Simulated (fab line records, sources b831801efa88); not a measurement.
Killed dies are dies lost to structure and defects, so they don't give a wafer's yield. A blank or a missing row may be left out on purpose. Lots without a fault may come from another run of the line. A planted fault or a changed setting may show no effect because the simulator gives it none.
fab line records | flow sky130
record lots=5 wafers=15 last_day=50
route steps=708 shown VIA4@649 METAL5@661 PAD_OPEN@708
lots that met no fault: from a run of the same line without faults
start_h: hours from the record's first day to the start of the lot's first wafer shown | wait_h: hours since the lot's step before | " the same as in the row above | L1.1+2: a row that stands for several wafers | - no value, or no start given | * or withheld: withheld | < > ~ a bound
route shown NAME@n: a module of which the file shows steps, and the number in the route of the first | usual: mean/standard deviation of fault-free wafers | same: alike in all rows | chamber/n: place in a boat | sites: the reading at each site | _std_site: their standard deviation | _edge_site: outer sites' mean less inner sites' | radius_mm: how far each site lies from the wafer's centre | mask NAME#n: copy n | behind: the tool/chamber that last shaped the wafer | hold: why the lot was held/for how many hours/how that ended | device: the transistor (n, p or np) that didn't switch | end of line: the same wafers' tests at the end of the route | a step without rows: its recipe alone | killed: dies lost to structure and defects at the first sort, not the wafer's yield | map: a wafer's dies, x killed, . not, _ none there
set.NAME: the setting as run; set.NAME@STEP: as run at that earlier step | model.NAME: the simulator's own value behind a step, which no gauge read
lots at some steps of the route; a table a step, a row a wafer
services: from which hour (start_h, from the record's first day; less than 0 if before it) a tool's chamber was out of use, for how many hours, and why
## steps
# step SKY_VIA4_DEVELOP_10
# recipe resist=NOVOLAK developer=TMAH develop_time_s=60 dev_temp_c=23
# step SKY_VIA4_OVL_MEAS_11
# usual VIA4_OVL=0.1/1.4
# columns lot.wafer tool chamber start_h wait_h VIA4_OVL[nm]
L618.3 overlay-02 - 1045.01 0.1 -0.5
L618.4 " - " " -0.1
L618.5 " - " " 0.2
L628.1 overlay-01 - 1092.55 0.1 -2.6
L628.4 " - " " -1.0
L628.6 " - " " -0.6
L627.2 overlay-01 - 1095.18 0.1 0.3
L627.3 " - " " -1.1
L627.6 " - " " 1.2
L630.2 overlay-02 - 1114.45 0.1 1.5
L630.3 " - " " -0.3
L630.4 " - " " 2.4
L636.1 overlay-02 - 1143.70 0.1 0.3
L636.3 " - " " 0.4
L636.5 " - " " 1.1
# step SKY_VIA4_ETCH_12
# recipe target=SiO2 chemistry=C4F8/O2/Ar stop_on=TiN mask_material=NOVOLAK source_w=1500 bias_w=1200 pressure_mtorr=40 c4f8_flow_sccm=withheld O2_flow_sccm=6 Ar_flow_sccm=300 time_s=withheld target_depth_a=5800
# usual oes_product_au=0.925/0.0048
# columns lot.wafer tool chamber start_h wait_h oes_product_au
L618.3 rie_diel-03 0 1045.04 0.0 0.920
L618.4 " 1 " " 0.917
L618.5 " 0 " " 0.925
L628.1 rie_diel-04 0 1092.58 0.0 0.930
L628.4 " 1 " " 0.933
L628.6 " 1 " " 0.925
L627.2 rie_diel-02 1 1095.21 0.0 0.919
L627.3 " 3 " " 0.924
L627.6 " 2 " " 0.925
L630.2 rie_diel-02 3 1114.48 0.0 0.924
L630.3 " 2 " " 0.928
L630.4 " 0 " " 0.928
L636.1 rie_diel-04 3 1143.73 0.0 0.922
L636.3 " 2 " " 0.921
L636.5 " 2 " " 0.919
# step SKY_VIA4_STRIP_13
# recipe chemistry=O2/N2 power_w=1400 pressure_mtorr=1500 platen_temp_c=withheld o2_flow_sccm=3000 n2_flow_sccm=300 overash_fraction=0.5
# usual drypump_motor_current_A=5.5/0.44 oes_product_au=0.709/0.0046 strip_time_to_endpoint_s=12.809/0.027
# columns lot.wafer tool chamber start_h wait_h drypump_motor_current_A oes_product_au rf_hours_counter_h strip_time_to_endpoint_s
L618.3 plasma_asher-03 0 1045.14 - 4.9 0.706 - 12.823
L618.4 " 1 " " 5.8 0.704 - 12.885
L618.5 " 0 " " 4.9 0.704 - 12.813
L628.1 plasma_asher-03 0 1092.66 - 4.9 0.705 37 12.796
L628.4 " 1 " " 5.8 0.707 - 12.760
L628.6 " 0 " " 4.9 0.704 - 12.806
L627.2 plasma_asher-03 0 1095.28 - 4.9 0.712 37 12.775
L627.3 " 1 " " 5.8 0.712 - 12.792
L627.6 " 1 " " 5.7 0.713 - 12.805
L630.2 plasma_asher-02 1 1114.56 - 5.8 0.718 66 12.791
L630.3 " 0 " " 6.1 0.709 - 12.807
L630.4 " 1 " " 5.7 0.712 - 12.830
L636.1 plasma_asher-03 0 1143.81 - 4.9 0.708 42 12.774
L636.3 " 0 " " 4.9 0.705 - 12.820
L636.5 " 1 " " 5.8 0.712 - 12.801
# step SKY_VIA4_STRIP_14
# recipe chemistry=post_etch_residue_remover time_s=1200 temp_c=72.5
# step SKY_VIA4_CLEAN_15
# recipe chemistry=IPA time_s=180 temp_c=25
# step SKY_VIA4_CLEAN_16
# recipe chemistry=O3/DIW dry=n2_spin
# step SKY_VIA4_SPUTTER_17
# recipe material=TiN target_thk_nm=20 chamber_pressure_pa=5 power_w=4000 time_s=80
# usual cathode_dc_power_W=4000.1/0.64 chamber_pressure_pa=4.999/0.0096 throttle_valve_pct=30.3/0.99
# columns lot.wafer tool chamber start_h wait_h cathode_dc_power_W chamber_pressure_pa throttle_valve_pct
L618.3 pvd_sputter-01 - 1045.70 0.0 4000.3 4.975 29.5
L618.4 " - " " 3999.2 5.017 31.1
L618.5 " - " " 4000.0 5.001 30.2
L628.1 pvd_sputter-04 - 1093.25 0.0 4000.8 4.999 29.3
L628.4 " - " " 3999.1 5.013 31.6
L628.6 " - " " 4001.2 5.019 28.9
L627.2 pvd_sputter-03 - 1095.88 0.0 3999.8 5.010 29.7
L627.3 " - " " 3999.7 4.993 29.2
L627.6 " - " " 4000.4 5.007 29.5
L630.2 pvd_sputter-03 - 1115.19 0.0 3999.8 5.000 29.4
L630.3 " - " " 4000.4 5.000 29.1
L630.4 " - " " 4000.7 5.000 30.2
L636.1 pvd_sputter-04 - 1144.49 0.0 3999.7 4.972 29.1
L636.3 " - " " 4000.2 5.008 29.3
L636.5 " - " " 4001.0 5.002 32.4
# step SKY_VIA4_CVD_18
# recipe material=W target_thk_nm=505 time_s=152.14 temp_c=400 pressure_torr=40
# usual heater_power_w=832/83
# columns lot.wafer tool chamber start_h wait_h heater_power_w
L618.3 cvd_w-02 1 1045.86 0.1 883
L618.4 " 1 " " 868
L618.5 " 1 " " 885
L628.1 cvd_w-01 0 1093.31 0.0 803
L628.4 " 0 " " 822
L628.6 " 0 " " 800
L627.2 cvd_w-02 1 1095.94 0.0 918
L627.3 " 0 " " 950
L627.6 " 0 " " 953
L630.2 cvd_w-01 0 1115.25 0.0 823
L630.3 " 0 " " 797
L630.4 " 1 " " 752
L636.1 cvd_w-02 1 1144.55 0.0 895
L636.3 " 1 " " 884
L636.5 " 1 " " 907
# step SKY_VIA4_RS_MEAS_19
# recipe thk_meas_gauge=four-point-probe reads=W_of_VIA4_CVD_18+TiN_of_VIA4_SPUTTER_17
# usual VIA4_W_RS=0.226/0.0033
# columns lot.wafer tool chamber start_h wait_h VIA4_W_RS[ohm/sq]
L618.3 film_metro-02 - 1046.11 0.2 0.221
L618.4 " - " " 0.219
L618.5 " - " " 0.222
L628.1 film_metro-04 - 1093.46 0.1 0.227
L628.4 " - " " 0.232
L628.6 " - " " 0.228
L627.2 film_metro-04 - 1096.11 0.1 0.221
L627.3 " - " " 0.228
L627.6 " - " " 0.227
L630.2 film_metro-02 - 1115.42 0.1 0.226
L630.3 " - " " 0.225
L630.4 " - " " 0.228
L636.1 film_metro-02 - 1144.70 0.1 0.223
L636.3 " - " " 0.220
L636.5 " - " " 0.220
# step SKY_VIA4_THK_MEAS_20
# recipe thk_meas_gauge=xrf reads=W_of_VIA4_CVD_18
# usual VIA4_W_THK=512/7.5
# columns lot.wafer tool chamber start_h wait_h VIA4_W_THK[nm]
L618.3 film_metro-02 - 1046.21 0.1 522
L618.4 " - " " 527
L618.5 " - " " 518
L628.1 film_metro-04 - 1093.58 0.1 506
L628.4 " - " " 498
L628.6 " - " " 505
L627.2 film_metro-04 - 1096.22 0.1 520
L627.3 " - " " 503
L627.6 " - " " 504
L630.2 film_metro-02 - 1115.53 0.1 507
L630.3 " - " " 514
L630.4 " - " " 507
L636.1 film_metro-02 - 1144.82 0.1 520
L636.3 " - " " 523
L636.5 " - " " 527
# step SKY_VIA4_CMP_21
# recipe stop_on=SiO2 t_overpolish_s=25 down_force_psi=3.5 platen_rpm=60 target_thk_nm=0 pad_velocity_m_s=0.94248
# usual edge_zone_pressure_frac=0.999/0.005 motor_current_A=11.6/0.87 overpolish_run_s=25.000/0.0094 slurry_flow_ml_min=150.0/0.44 time_to_endpoint_s=123/3.7
# columns lot.wafer tool chamber start_h wait_h edge_zone_pressure_frac motor_current_A overpolish_run_s slurry_flow_ml_min time_to_endpoint_s
L618.4 cmp-01 0 1046.25 0.0 1.000 11.7 25.005 149.8 130
L618.3 " 1 " " 0.994 12.4 25.006 149.7 127
L618.5 " 0 " " 0.996 12.1 25.004 150.6 126
L628.1 cmp-01 1 1093.64 0.1 1.017 12.4 25.025 150.2 120
L628.4 " 0 " " 1.004 11.8 24.986 149.8 119
L628.6 " 2 " " 0.999 11.9 25.029 150.1 123
L627.3 cmp-01 1 1096.27 0.0 1.003 11.9 25.013 150.1 122
L627.2 " 0 " " 1.000 11.5 24.980 150.2 127
L627.6 " 2 " " 1.001 11.6 25.004 148.9 123
L630.4 cmp-01 3 1115.58 0.0 1.002 11.6 25.000 149.8 120
L630.3 " 0 " " 1.004 11.7 24.991 149.8 123
L630.2 " 2 " " 1.001 12.2 24.989 150.6 123
L636.1 cmp-01 2 1145.05 0.2 0.990 12.4 24.988 150.7 123
L636.3 " 3 " " 0.994 12.0 25.003 150.6 129
L636.5 " 1 " " 1.000 11.9 24.999 150.2 119
# step SKY_METAL5_SPUTTER_00
# recipe material=Ti target_thk_nm=15 power_w=3000 time_s=10 chamber_pressure_pa=0.4
# usual cathode_dc_power_W=3000.2/0.56 chamber_pressure_pa=0.3999/0.00078 throttle_valve_pct=30.3/1.1
# columns lot.wafer tool chamber start_h wait_h cathode_dc_power_W chamber_pressure_pa throttle_valve_pct model.Ti_of_METAL5_SPUTTER_00.thk_nm
L618.3 pvd_sputter-02 - 1046.55 0.2 3000.0 0.3999 29.7 15.19
L618.4 " - " " 3000.3 0.4004 29.5 15.18
L618.5 " - " " 2999.6 0.4007 30.8 14.93
L628.1 pvd_sputter-04 - 1093.94 0.2 3000.2 0.3989 31.7 15.21
L628.4 " - " " 3000.1 0.3999 29.3 15.14
L628.6 " - " " 2999.9 0.4005 29.4 15.1
L627.2 pvd_sputter-02 - 1096.57 0.1 2999.8 0.4004 29.8 15.38
L627.3 " - " " 3157.0 0.4005 31.0 15.88
L627.6 " - " " 3156.7 0.3994 31.1 15.82
L630.2 pvd_sputter-01 - 1115.88 0.1 2999.7 0.3996 30.1 15.04
L630.3 " - " " 3000.0 0.4006 31.2 14.94
L630.4 " - " " 3000.6 0.4009 29.7 15.05
L636.1 pvd_sputter-04 - 1145.30 0.2 3000.1 0.3987 31.5 15.15
L636.3 " - " " 2999.5 0.3990 29.2 15.02
L636.5 " - " " 2999.0 0.3990 29.2 15.2
# step SKY_METAL5_SPUTTER_01
# recipe material=TiN target_thk_nm=20 power_w=6500 time_s=16.7 chamber_pressure_pa=0.4
# step SKY_PAD_OPEN_PROBE_99
# usual defect_limited_yield=82.4/1.8 killed_at_M0_to_M3=43/6.5 killed_at_M4_up=3.2/1.8 killed_at_contacts=24/5.2 killed_at_front_end=15/4 killed_at_other=0.4/0.69 killed_dies=86/8.7 killed_open=47/7 killed_short=39/5.7 sort_bin_3_pad_short=0.9/0.43 sort_bin_5_function=10.5/1.4 sort_bin_6_memory=6.2/1.2 sort_n_pass=406/8.7 sort_yield_pct=82.4/1.8
# same gross_dies=492 killed_at_back_side=0 sort_bin_4_leakage[%]=0 sort_bin_8_speed[%]=0
# columns lot.wafer tool chamber start_h wait_h defect_limited_yield[%] killed_at_M0_to_M3 killed_at_M4_up killed_at_contacts killed_at_front_end killed_at_other killed_dies killed_open killed_short sort_bin_3_pad_short[%] sort_bin_5_function[%] sort_bin_6_memory[%] sort_n_pass sort_yield_pct[%]
L618.3 prober-01 - 1112.61 0.2 82.1 41 0 30 16 1 88 43 44 1.0 11.0 5.9 404 82.1
L618.4 prober-01 - 1112.66 0.2 82.9 40 1 30 10 3 84 41 41 1.4 11.4 4.3 408 82.9
L618.5 prober-01 - 1112.71 0.2 82.5 49 0 23 13 1 86 47 38 0.8 9.6 7.1 406 82.5
L628.1 prober-02 - 1155.11 0.1 80.9 50 3 23 17 1 94 47 47 1.0 11.2 6.9 398 80.9
L628.4 prober-02 - 1155.26 0.2 86.4 27 3 16 21 0 67 32 35 0.6 8.1 4.9 425 86.4
L628.6 prober-02 - 1155.36 0.2 81.1 41 4 29 19 0 93 41 52 1.0 12.8 5.1 399 81.1
L627.2 prober-01 - 1158.37 0.1 82.7 37 6 25 17 0 85 48 35 0.4 10.6 6.3 407 82.7
L627.3 prober-01 - 1158.42 0.2 81.1 44 5 29 15 0 93 40 52 2.0 10.4 6.5 399 81.1
L627.6 prober-01 - 1158.57 0.2 82.3 35 2 33 17 0 87 49 37 0.4 9.3 7.9 405 82.3
L630.2 prober-01 - 1174.01 0.1 86.2 37 8 14 9 0 68 28 40 0.8 7.7 5.3 424 86.2
L630.3 prober-01 - 1174.06 0.2 82.1 47 2 26 13 0 88 52 35 1.2 10.6 6.1 404 82.1
L630.4 prober-01 - 1174.11 0.2 84.6 38 1 19 18 0 76 47 29 0.4 8.1 6.9 416 84.6
L636.1 prober-01 - 1198.26 0.1 83.3 45 3 21 13 0 82 38 44 0.6 9.8 6.3 410 83.3
L636.3 prober-01 - 1198.36 0.2 80.9 50 5 21 18 0 94 50 44 1.2 10.0 7.9 398 80.9
L636.5 prober-01 - 1198.46 0.2 83.5 38 5 20 18 0 81 44 37 0.2 9.1 7.1 411 83.5
# killed by level:class
L618.3 LI_CONTACT:geometric_particle:open=8 VIA2:geometric_particle:open=7 CONTACT:geometric_particle:short=7 CONTACT:geometric_particle:open=7 METAL1:geometric_particle:short=6 VIA1:geometric_particle:open=6 METAL2:geometric_particle:short=6 FIELD_ISO:geometric_particle:short=4
L618.4 VIA2:geometric_particle:open=10 CONTACT:geometric_particle:open=9 CONTACT:geometric_particle:short=8 METAL2:geometric_particle:short=6 LI_CONTACT:geometric_particle:short=5 METAL1:geometric_particle:short=5 VIA1:geometric_particle:open=5 LOCAL_INTERCONNECT:geometric_particle:open=4
L618.5 VIA1:geometric_particle:open=11 CONTACT:geometric_particle:open=10 VIA1:geometric_particle:short=8 VIA2:geometric_particle:open=7 METAL1:geometric_particle:short=6 VIA3:geometric_particle:open=4 LI_CONTACT:geometric_particle:open=4 FIELD_ISO:geometric_particle:short=3
L628.1 VIA1:geometric_particle:open=16 METAL2:geometric_particle:short=8 LOCAL_INTERCONNECT:geometric_particle:short=7 CONTACT:geometric_particle:open=7 VIA3:geometric_particle:open=6 FIELD_ISO:geometric_particle:open=5 FIELD_ISO:geometric_particle:short=5 METAL1:geometric_particle:short=5
L628.4 LI_CONTACT:geometric_particle:open=8 FIELD_ISO:geometric_particle:open=6 FIELD_ISO:geometric_particle:short=6 METAL2:geometric_particle:short=5 POLY_GATE:geometric_particle:short=4 METAL1:geometric_particle:short=4 VIA3:geometric_particle:open=4 VIA2:geometric_particle:short=3
L628.6 CONTACT:geometric_particle:open=8 METAL1:geometric_particle:short=8 LOCAL_INTERCONNECT:geometric_particle:short=7 FIELD_ISO:geometric_particle:short=6 LI_CONTACT:geometric_particle:short=6 METAL2:geometric_particle:short=6 VIA2:geometric_particle:open=6 POLY_GATE:geometric_particle:short=5
L627.2 VIA1:geometric_particle:open=12 CONTACT:geometric_particle:open=10 METAL2:geometric_particle:short=7 FIELD_ISO:geometric_particle:open=5 VIA3:geometric_particle:open=5 CONTACT:geometric_particle:short=5 VIA2:geometric_particle:open=5 POLY_GATE:geometric_particle:short=3
L627.3 CONTACT:geometric_particle:short=8 METAL1:geometric_particle:short=8 LI_CONTACT:geometric_particle:open=7 VIA3:geometric_particle:open=7 VIA1:geometric_particle:open=6 LOCAL_INTERCONNECT:geometric_particle:short=5 CONTACT:geometric_particle:open=5 POLY_GATE:geometric_particle:open=4
L627.6 CONTACT:geometric_particle:open=12 LI_CONTACT:geometric_particle:open=8 VIA1:geometric_particle:open=7 CONTACT:geometric_particle:short=7 METAL2:geometric_particle:short=6 VIA3:geometric_particle:open=6 FIELD_ISO:geometric_particle:open=5 VIA1:geometric_particle:short=4
L630.2 VIA1:geometric_particle:open=8 VIA1:geometric_particle:short=7 METAL4:geometric_particle:short=7 METAL1:geometric_particle:short=6 CONTACT:geometric_particle:short=5 VIA3:geometric_particle:open=5 FIELD_ISO:geometric_particle:short=4 CONTACT:geometric_particle:open=4
L630.3 VIA1:geometric_particle:open=12 VIA3:geometric_particle:open=10 CONTACT:geometric_particle:open=9 CONTACT:geometric_particle:short=8 LI_CONTACT:geometric_particle:open=7 METAL2:geometric_particle:short=7 FIELD_ISO:geometric_particle:short=4 METAL1:geometric_particle:short=4
L630.4 VIA1:geometric_particle:open=10 FIELD_ISO:geometric_particle:open=7 POLY_GATE:geometric_particle:open=7 CONTACT:geometric_particle:open=7 VIA1:geometric_particle:short=5 METAL2:geometric_particle:short=5 VIA2:geometric_particle:open=5 LI_CONTACT:geometric_particle:open=4
L636.1 VIA1:geometric_particle:open=9 METAL2:geometric_particle:short=9 METAL1:geometric_particle:short=8 CONTACT:geometric_particle:open=6 CONTACT:geometric_particle:short=6 FIELD_ISO:geometric_particle:open=5 POLY_GATE:geometric_particle:short=5 VIA3:geometric_particle:open=5
L636.3 VIA1:geometric_particle:open=15 CONTACT:geometric_particle:open=9 FIELD_ISO:geometric_particle:short=8 LI_CONTACT:geometric_particle:open=8 VIA1:geometric_particle:short=7 POLY_GATE:geometric_particle:open=5 METAL1:geometric_particle:short=5 METAL2:geometric_particle:short=5
L636.5 CONTACT:geometric_particle:open=9 VIA1:geometric_particle:open=9 METAL2:geometric_particle:short=8 VIA3:geometric_particle:open=8 FIELD_ISO:geometric_particle:open=5 POLY_GATE:geometric_particle:short=4 POLY_GATE:geometric_particle:open=4 CONTACT:geometric_particle:short=4
## services
# columns tool chamber start_h hours kind
plasma_asher-03 - 1022.37 0.9 repair
cmp-01 - 1022.99 2.8 repair
pvd_sputter-03 - 1030.25 1.3 repair
rie_diel-04 1 1033.94 1.7 repair
plasma_asher-02 - 1037.32 2.9 repair
cvd_w-01 0 1039.70 10.2 repair
cvd_w-02 0 1045.64 3.0 repair
rie_diel-03 3 1046.63 5.5 repair
rie_diel-02 1 1047.22 5.8 repair
rie_diel-03 0 1049.87 6.1 repair
rie_diel-02 2 1081.19 9.2 repair
plasma_asher-02 - 1081.84 28.1 pm
pvd_sputter-02 - 1083.33 6.2 repair
cvd_w-01 1 1087.85 2.7 repair
pvd_sputter-02 2 1095.17 - consumable_replace:kit
pvd_sputter-01 - 1101.55 2.7 repair
pvd_sputter-03 - 1102.74 10.5 repair
pvd_sputter-04 3 1105.75 - consumable_replace:kit
pvd_sputter-04 3 1105.75 18.0 scheduled_down
pvd_sputter-04 3 1105.75 18.0 vent_cycle
rie_diel-04 1 1121.03 7.9 repair
rie_diel-03 - 1125.18 0.7 repair
rie_diel-04 - 1133.62 2.8 pm
plasma_asher-02 - 1135.33 5.1 repair
## key
first_sign step=SKY_METAL5_SPUTTER_00 reading=cathode_dc_power_W direction=up sigmas=99+ usual=3000.2 struck=3156.8
effect none on later readings
model_effect step=SKY_METAL5_SPUTTER_00 value=Ti_of_METAL5_SPUTTER_00.thk_nm without=15.06 struck=15.85
met_at SKY_METAL5_SPUTTER_00
struck_wafers L627.3,L627.6
onset_between 1046.55 1096.57
fault kind=process_parameter_drift tool=pvd_sputter-02 chamber=- onset_h=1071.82 steps=SKY_METAL5_SPUTTER_00 channel=power_w offset=* shape=step end_h=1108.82 acts_in=* stated=* scope=struck_wafers_only
